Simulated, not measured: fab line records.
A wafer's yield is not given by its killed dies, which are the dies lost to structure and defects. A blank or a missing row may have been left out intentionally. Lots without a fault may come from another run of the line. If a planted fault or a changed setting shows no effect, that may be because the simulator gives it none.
fab line records	flow sky130
[record] lots = 6	wafers = 18	last_day = 50
route steps=708 shown LDD_N@252 LDD_P@255 LDD_HVN@267 PAD_OPEN@708
lots untouched by any fault: they come from a run of this same line in which no faults occurred
start_h: hours from the record's opening day to when the first of the lot's shown wafers began	wait_h: time in hours since the lot's previous step	" as in the row above	L1.1+2: one row covering several wafers at once	- either no value or no given start	* or withheld: withheld	< > ~ a bound
route shown NAME@n: names a module that has steps shown in the file, with the first one's number in the route	usual: average and standard deviation across the fault-free wafers	same: alike in all rows	chamber/n: place in a boat	sites: each site's reading	_std_site: the values' standard deviation	_edge_site: inner sites' mean taken away from outer sites' mean	radius_mm: how far each site lies from the wafer's centre	mask NAME#n: copy n	behind: tool/chamber where the wafer was last shaped	hold: reason for holding the lot/hours on hold/outcome of the hold	device: the n, p or np transistor that did not switch	end of line: the route-end tests of the same wafers	a step given without rows: its recipe and nothing more	killed: not the wafer's yield, but the dies lost to structure and defects at the first sort	map: dies across one wafer; x = killed, . = not, _ = none there
set.NAME: the run value of the setting; set.NAME@STEP: its run value at that earlier step	model.NAME: the simulator's own value behind a step, which no gauge read
a table for each step, a row for each wafer; lots at some steps of the route
services: a tool's chamber out of use, with start hour (start_h, from the record's first day; less than 0 if before it), hours out, and reason
[[steps]]
[step SKY_LDD_N_IMPLANT_15]
[recipe] species = BF2	energy_kev = 50	dose_cm2 = 5e+12	tilt_deg = 30	rotation_deg = 270
[step SKY_LDD_N_STRIP_16]
[recipe] chemistry = O2/N2	power_w = 1400	pressure_mtorr = 1500	platen_temp_c = withheld	o2_flow_sccm = 3000	n2_flow_sccm = 300	overash_fraction = 0.5
[usual] drypump_motor_current_A = 5.6/0.45	oes_product_au = 0.407/0.0045	strip_time_to_endpoint_s = 4.315/0.012
[same] overash_fraction = 0.5
lot.wafer	tool	chamber	start_h	wait_h	drypump_motor_current_A	oes_product_au	rf_hours_counter_h	strip_time_to_endpoint_s
L314.1	plasma_asher-03	0	451.85	0.1	5.3	0.401	32	4.335
L314.2	"	1	"	"	5.5	0.415	32	4.299
L314.4	"	0	"	"	5.3	0.409	-	4.317
L315.2	plasma_asher-04	0	460.20	0.1	5.2	0.408	67	4.309
L315.4	"	0	"	"	5.2	0.410	-	4.296
L315.6	"	1	"	"	6.4	0.404	-	4.318
L324.1	plasma_asher-04	1	542.00	0.1	6.4	0.413	75	4.320
L324.3	"	1	"	"	6.4	0.403	-	4.338
L324.6	"	0	"	"	5.1	0.402	-	4.357
L325.1	plasma_asher-03	0	551.27	0.1	5.3	0.421	43	4.316
L325.2	"	1	"	"	5.5	0.410	43	4.322
L325.6	"	1	"	"	5.5	0.402	-	4.303
L329.1	plasma_asher-03	0	588.02	0.1	5.3	0.405	47	4.304
L329.4	"	1	"	"	5.5	0.411	-	4.316
L329.6	"	1	"	"	5.6	0.406	-	4.293
L331.3	plasma_asher-03	1	594.45	0.1	5.6	0.408	-	4.302
L331.5	"	1	"	"	5.6	0.408	-	4.323
L331.6	"	0	"	"	5.3	0.409	-	4.311
[step SKY_LDD_N_TW_MEAS_17]
[usual] LDD_N_TW = 2610/16
lot.wafer	tool	chamber	start_h	wait_h	LDD_N_TW
L314.1	film_metro-02	-	451.95	0.1	2620
L314.2	"	-	"	"	2611
L314.4	"	-	"	"	2621
L315.2	film_metro-02	-	460.31	0.1	2614
L315.4	"	-	"	"	2614
L315.6	"	-	"	"	2621
L324.1	film_metro-02	-	542.10	0.1	2620
L324.3	"	-	"	"	2608
L324.6	"	-	"	"	2594
L325.1	film_metro-01	-	551.37	0.1	2591
L325.2	"	-	"	"	2578
L325.6	"	-	"	"	2587
L329.1	film_metro-04	-	588.12	0.1	2627
L329.4	"	-	"	"	2620
L329.6	"	-	"	"	2622
L331.3	film_metro-04	-	594.54	0.1	2619
L331.5	"	-	"	"	2618
L331.6	"	-	"	"	2618
[step SKY_LDD_P_DEHYDRATE_00]
[recipe] temp_c = 200	time_s = 60
[step SKY_LDD_P_HMDS_01]
[recipe] prime_time_s = 60	prime_temp_c = 120
[step SKY_LDD_P_COAT_02]
[recipe] resist = NOVOLAK	spin_rpm = 3000	resist_thk_nm = 1140
[step SKY_LDD_P_SOFTBAKE_03]
[recipe] temp_c = 90	time_s = 60	resist = NOVOLAK
[step SKY_LDD_P_EXPOSE_04]
[recipe] mask_id = PSDM	na = 0.6	source_shape = conventional	sigma_outer = 0.6	polarization = unpolarized	target_cd_nm = 380	dose_mj = 138
[step SKY_LDD_P_PEB_05]
[recipe] temp_c = withheld	time_s = *	resist = NOVOLAK
[step SKY_LDD_P_DEVELOP_06]
[recipe] resist = NOVOLAK	developer = TMAH	develop_time_s = 60	dev_temp_c = 23
[step SKY_LDD_P_CD_MEAS_07]
[recipe] target_cd_nm = 380
[usual] cd_nm = 379.4/2.2
lot.wafer	tool	chamber	start_h	wait_h	cd_nm
L314.1	cd_sem-02	-	482.98	0.1	378.3
L314.2	"	-	"	"	376.8
L314.4	"	-	"	"	379.8
L315.2	cd_sem-02	-	491.25	0.1	383.4
L315.4	"	-	"	"	381.9
L315.6	"	-	"	"	381.3
L324.1	cd_sem-01	-	571.35	0.1	380.0
L324.3	"	-	"	"	381.9
L324.6	"	-	"	"	380.9
L325.1	cd_sem-01	-	581.16	0.1	377.8
L325.2	"	-	"	"	375.4
L325.6	"	-	"	"	377.6
L329.1	cd_sem-01	-	616.88	0.1	379.6
L329.4	"	-	"	"	379.5
L329.6	"	-	"	"	379.1
L331.3	cd_sem-01	-	623.89	0.1	376.5
L331.5	"	-	"	"	376.9
L331.6	"	-	"	"	377.3
[step SKY_LDD_P_OVL_MEAS_08]
[usual] LDD_P_OVL = -0.3/1.4
lot.wafer	tool	chamber	start_h	wait_h	LDD_P_OVL[nm]
L314.1	overlay-01	-	483.10	0.1	-0.1
L314.2	"	-	"	"	2.1
L314.4	"	-	"	"	-0.7
L315.2	overlay-02	-	491.36	0.1	0.4
L315.4	"	-	"	"	-1.2
L315.6	"	-	"	"	0.0
L324.1	overlay-02	-	571.47	0.1	-2.9
L324.3	"	-	"	"	-1.3
L324.6	"	-	"	"	-2.2
L325.1	overlay-01	-	581.28	0.1	0.0
L325.2	"	-	"	"	0.7
L325.6	"	-	"	"	-0.8
L329.1	overlay-02	-	617.00	0.1	1.2
L329.4	"	-	"	"	0.5
L329.6	"	-	"	"	0.2
L331.3	overlay-01	-	623.98	0.1	-0.5
L331.5	"	-	"	"	-1.7
L331.6	"	-	"	"	-0.8
[step SKY_LDD_P_IMPLANT_09]
[recipe] species = BF2	energy_kev = 25	dose_cm2 = 1e+13	tilt_deg = withheld
[usual] beam_energy_keV = 24.999/0.0088	dose_ions_cm2 = 9.997e+12/1.2e+10	faraday_current_uA = 56.5/1.2
lot.wafer	tool	chamber	start_h	wait_h	beam_energy_keV	dose_ions_cm2	faraday_current_uA
L314.1	implanter-01	0	483.14	0.0	24.994	1.0008e+13	54.3
L314.2	"	0	"	"	25.003	9.996e+12	56.6
L314.4	"	0	"	"	24.992	1.0009e+13	56.4
L315.2	implanter-02	0	491.41	0.0	24.999	1.0007e+13	55.6
L315.4	"	0	"	"	24.996	1.0001e+13	54.7
L315.6	"	0	"	"	25.004	1.0003e+13	55.5
L324.1	implanter-01	0	571.50	0.0	25.004	1.104e+13	61.6
L324.3	"	0	"	"	25.000	1.1027e+13	62.8
L324.6	"	0	"	"	25.003	1.106e+13	62.8
L325.1	implanter-01	0	581.32	0.0	24.985	1.1041e+13	62.8
L325.2	"	0	"	"	25.012	1.1024e+13	61.9
L325.6	"	0	"	"	24.996	1.1046e+13	61.0
L329.1	implanter-02	0	617.04	0.0	24.996	9.972e+12	57.5
L329.4	"	0	"	"	24.994	9.999e+12	56.5
L329.6	"	0	"	"	24.999	1.0008e+13	56.1
L331.3	implanter-03	0	624.05	0.1	25.002	1.0006e+13	55.9
L331.5	"	0	"	"	25.011	9.997e+12	55.1
L331.6	"	0	"	"	24.997	9.994e+12	56.5
[step SKY_LDD_P_STRIP_10]
[recipe] chemistry = O2/N2	power_w = 1400	pressure_mtorr = 1500	platen_temp_c = withheld	o2_flow_sccm = 3000	n2_flow_sccm = 300	overash_fraction = 0.5
[usual] drypump_motor_current_A = 5.7/0.39	oes_product_au = 0.715/0.0042	strip_time_to_endpoint_s = 14.18/0.038
[same] overash_fraction = 0.5
lot.wafer	tool	chamber	start_h	wait_h	drypump_motor_current_A	oes_product_au	rf_hours_counter_h	strip_time_to_endpoint_s
L314.1	plasma_asher-01	0	483.29	0.1	5.4	0.714	5	14.16
L314.2	"	1	"	"	6.1	0.707	5	14.16
L314.4	"	1	"	"	6.1	0.716	-	14.20
L315.2	plasma_asher-01	1	491.54	0.1	6.1	0.723	6	14.22
L315.4	"	0	"	"	5.4	0.711	-	14.19
L315.6	"	0	"	"	5.4	0.717	-	14.24
L324.1	plasma_asher-01	0	571.65	0.1	5.3	0.718	15	14.22
L324.3	"	1	"	"	6.1	0.720	-	14.25
L324.6	"	1	"	"	6.1	0.720	-	14.25
L325.1	plasma_asher-01	1	581.47	0.1	6.1	0.712	15	14.11
L325.2	"	0	"	"	5.3	0.711	15	14.18
L325.6	"	0	"	"	5.4	0.725	-	14.16
L329.1	plasma_asher-03	0	617.19	0.1	5.3	0.713	50	14.21
L329.4	"	1	"	"	5.5	0.710	-	14.18
L329.6	"	1	"	"	5.5	0.717	-	14.23
L331.3	plasma_asher-03	0	624.19	0.1	5.4	0.717	-	14.20
L331.5	"	1	"	"	5.5	0.713	-	14.18
L331.6	"	0	"	"	5.4	0.718	-	14.18
[step SKY_LDD_P_TW_MEAS_11]
[usual] LDD_P_TW = 639/5.1
lot.wafer	tool	chamber	start_h	wait_h	hold	LDD_P_TW
L314.1	film_metro-03	-	483.39	0.1	-	629
L314.2	"	-	"	"	-	634
L314.4	"	-	"	"	-	635
L315.2	film_metro-04	-	491.65	0.1	-	645
L315.4	"	-	"	"	-	642
L315.6	"	-	"	"	-	643
L324.1	film_metro-03	-	571.75	0.1	await_dispo/0.2h/release	660
L324.3	"	-	"	"	await_dispo/0.2h/release	652
L324.6	"	-	"	"	await_dispo/0.2h/release	655
L324.1	film_metro-03	-	571.98	0.2	-	658
L324.3	"	-	"	"	-	655
L324.6	"	-	"	"	-	659
L325.1	film_metro-03	-	581.57	0.1	-	654
L325.2	"	-	"	"	-	655
L325.6	"	-	"	"	-	651
L329.1	film_metro-04	-	617.29	0.1	-	644
L329.4	"	-	"	"	-	644
L329.6	"	-	"	"	-	643
L331.3	film_metro-03	-	624.27	0.1	-	636
L331.5	"	-	"	"	-	637
L331.6	"	-	"	"	-	635
[step SKY_LDD_HVN_DEHYDRATE_00]
[recipe] temp_c = 200	time_s = 60
[step SKY_PAD_OPEN_PROBE_99]
[usual] killed_at_M0_to_M3 = 44/6.3	killed_at_M4_up = 3.1/1.8	killed_at_contacts = 25/5.1	killed_at_front_end = 15/4.1	killed_at_other = 0.3/0.71	killed_dies = 87/8.8	killed_open = 47/6.8	killed_short = 40/6.7
[same] gross_dies = 492	killed_at_back_side = 0
lot.wafer	tool	chamber	start_h	wait_h	killed_at_M0_to_M3	killed_at_M4_up	killed_at_contacts	killed_at_front_end	killed_at_other	killed_dies	killed_open	killed_short	model.etest.tip_p.rs_ohm_sq
L315.2	prober-01	-	1113.75	0.1	45	4	22	11	0	82	46	36	6874
L315.4	prober-01	-	1113.85	0.2	37	7	22	10	0	76	37	39	6855
L315.6	prober-01	-	1113.95	0.2	54	3	24	18	0	99	59	40	6907
L324.1	prober-02	-	1166.48	0.1	55	3	19	13	0	90	43	47	6226
L324.3	prober-02	-	1166.58	0.2	38	3	22	7	0	70	32	38	6265
L324.6	prober-02	-	1166.73	0.2	35	2	24	20	10	91	51	30	6256
L325.1	prober-01	-	1170.08	0.1	41	3	30	12	0	86	46	40	6288
L325.2	prober-01	-	1170.13	0.1	48	2	29	15	0	94	46	48	6250
L325.6	prober-01	-	1170.33	0.2	39	2	29	11	2	83	43	38	6320
L329.1	prober-01	-	1191.67	0.1	37	1	25	10	0	73	31	42	6914
L329.4	prober-01	-	1191.82	0.2	52	3	23	16	1	95	40	55	6926
L329.6	prober-01	-	1191.92	0.2	38	5	26	10	0	79	36	43	6990
L331.3	prober-01	-	1197.61	0.2	39	2	25	19	0	85	54	31	6785
L331.5	prober-01	-	1197.71	0.2	45	4	25	15	3	92	48	42	6782
L331.6	prober-01	-	1197.76	0.2	38	1	32	24	0	95	49	46	6767
// killed by level:class
L315.2 VIA1:geometric_particle:open=13 VIA3:geometric_particle:open=7 CONTACT:geometric_particle:short=6 CONTACT:geometric_particle:open=6 LI_CONTACT:geometric_particle:open=5 METAL2:geometric_particle:short=5 VIA1:geometric_particle:short=4 VIA2:geometric_particle:open=4
L315.4 CONTACT:geometric_particle:open=10 VIA1:geometric_particle:open=9 VIA3:geometric_particle:short=6 METAL2:geometric_particle:short=5 CONTACT:geometric_particle:short=4 METAL3:geometric_particle:short=4 METAL4:geometric_particle:short=4 FIELD_ISO:geometric_particle:open=3
L315.6 VIA1:geometric_particle:open=11 METAL2:geometric_particle:short=10 LI_CONTACT:geometric_particle:open=9 CONTACT:geometric_particle:open=9 VIA2:geometric_particle:open=8 VIA3:geometric_particle:open=8 CONTACT:geometric_particle:short=5 FIELD_ISO:geometric_particle:open=4
L324.1 VIA1:geometric_particle:open=12 METAL2:geometric_particle:short=10 CONTACT:geometric_particle:short=9 VIA3:geometric_particle:open=6 VIA2:geometric_particle:open=6 VIA1:geometric_particle:short=5 FIELD_ISO:geometric_particle:open=4 FIELD_ISO:geometric_particle:short=4
L324.3 METAL2:geometric_particle:short=9 VIA1:geometric_particle:open=8 VIA3:geometric_particle:open=6 CONTACT:geometric_particle:short=6 LI_CONTACT:geometric_particle:open=5 CONTACT:geometric_particle:open=5 METAL1:geometric_particle:short=5 LOCAL_INTERCONNECT:geometric_particle:short=4
L324.6 CONTACT:geometric_particle:open=10 PAD_OPEN:area_etch=10 VIA1:geometric_particle:open=8 POLY_GATE:geometric_particle:open=7 LI_CONTACT:geometric_particle:open=7 METAL2:geometric_particle:short=6 LOCAL_INTERCONNECT:geometric_particle:short=5 FIELD_ISO:geometric_particle:open=4
L325.1 CONTACT:geometric_particle:open=11 VIA2:geometric_particle:open=9 LI_CONTACT:geometric_particle:open=7 CONTACT:geometric_particle:short=6 METAL1:geometric_particle:short=6 VIA3:geometric_particle:short=5 VIA1:geometric_particle:open=5 METAL2:geometric_particle:short=5
L325.2 CONTACT:geometric_particle:open=9 VIA3:geometric_particle:open=9 LI_CONTACT:geometric_particle:open=8 METAL1:geometric_particle:short=8 LOCAL_INTERCONNECT:geometric_particle:short=7 VIA2:geometric_particle:open=6 VIA1:geometric_particle:short=6 METAL2:geometric_particle:short=6
L325.6 VIA3:geometric_particle:open=9 LI_CONTACT:geometric_particle:open=8 VIA2:geometric_particle:open=8 CONTACT:geometric_particle:open=8 METAL1:geometric_particle:short=8 CONTACT:geometric_particle:short=6 VIA1:geometric_particle:short=6 POLY_GATE:geometric_particle:short=5
L329.1 LI_CONTACT:geometric_particle:open=7 VIA1:geometric_particle:open=6 CONTACT:geometric_particle:open=6 METAL2:geometric_particle:short=6 METAL1:geometric_particle:short=5 LOCAL_INTERCONNECT:geometric_particle:short=4 CONTACT:geometric_particle:short=4 VIA1:geometric_particle:short=4
L329.4 FIELD_ISO:geometric_particle:short=9 VIA2:geometric_particle:open=9 LOCAL_INTERCONNECT:geometric_particle:short=8 VIA1:geometric_particle:open=8 METAL2:geometric_particle:short=7 LI_CONTACT:geometric_particle:open=6 METAL1:geometric_particle:short=6 VIA2:geometric_particle:short=6
L329.6 METAL1:geometric_particle:short=9 LI_CONTACT:geometric_particle:open=7 CONTACT:geometric_particle:short=6 CONTACT:geometric_particle:open=6 VIA3:geometric_particle:open=6 VIA1:geometric_particle:open=5 VIA1:geometric_particle:short=4 LI_CONTACT:geometric_particle:short=4
L331.3 VIA1:geometric_particle:open=13 LI_CONTACT:geometric_particle:open=8 CONTACT:geometric_particle:short=6 VIA2:geometric_particle:open=6 VIA3:geometric_particle:open=6 FIELD_ISO:geometric_particle:short=5 CONTACT:geometric_particle:open=5 FIELD_ISO:geometric_particle:open=4
L331.5 VIA1:geometric_particle:open=15 CONTACT:geometric_particle:open=9 VIA2:geometric_particle:open=9 METAL1:geometric_particle:short=6 CONTACT:geometric_particle:short=6 FIELD_ISO:geometric_particle:open=5 LOCAL_INTERCONNECT:geometric_particle:short=5 POLY_GATE:geometric_particle:short=4
L331.6 LOCAL_INTERCONNECT:geometric_particle:short=13 VIA1:geometric_particle:open=11 FIELD_ISO:geometric_particle:short=7 POLY_GATE:geometric_particle:open=6 LI_CONTACT:geometric_particle:open=6 CONTACT:geometric_particle:open=6 FIELD_ISO:geometric_particle:open=5 CONTACT:geometric_particle:short=5
[[services]]
tool	chamber	start_h	hours	kind
plasma_asher-01	0	430.25	-	clean
plasma_asher-01	1	430.25	-	clean
implanter-03	-	487.70	1.9	repair
plasma_asher-04	-	502.36	1.1	repair
implanter-01	-	505.75	8.0	repair
implanter-03	-	531.29	3.1	pm
implanter-03	-	541.70	2.8	pm
implanter-01	-	553.91	4.3	pm
implanter-02	-	557.03	3.9	pm
implanter-03	-	582.88	0.8	repair
implanter-02	-	584.37	3.1	repair
implanter-01	-	590.48	4.3	pm
implanter-02	-	609.75	1.1	repair
implanter-03	-	619.10	2.8	repair
[[key]]
[first_sign] step = SKY_LDD_P_IMPLANT_09	reading = dose_ions_cm2	direction = up	sigmas = 89	usual = *	struck = *
[effect] step = SKY_LDD_P_IMPLANT_09	reading = faraday_current_uA	direction = up	sigmas = 4.9	usual = 56.5	struck = 62.2
[effect] step = SKY_LDD_P_TW_MEAS_11	reading = visit	direction = added
[model_effect] step = SKY_PAD_OPEN_PROBE_99	value = etest.tip_p.rs_ohm_sq	without = 6792	struck = 6267
met_at SKY_LDD_P_IMPLANT_09
struck_wafers L324.1,L324.3,L324.6,L325.1,L325.2,L325.6
tester_left_out L324,L325
[baseline_loss] step = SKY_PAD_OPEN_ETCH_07	wafers = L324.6
onset_between 483.14 571.50
[fault] kind = process_parameter_drift	tool = implanter-01	chamber = -	onset_h = 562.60	steps = SKY_LDD_P_IMPLANT_09	channel = dose_cm2	offset = *	shape = step	end_h = 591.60	acts_in = *	stated = *
// tester_left_out: of these lots the tester's yield and bins aren't shown, on N5 and GAA mostly nor the transistor test; their killed dies are dies lost to structure and defects alone, not to doping, threshold or leakage, so they don't give the yield
// baseline_loss: these wafers lose ten dies or more at that step, a loss of the line's own and not of a fault; the sort's usual values leave them out
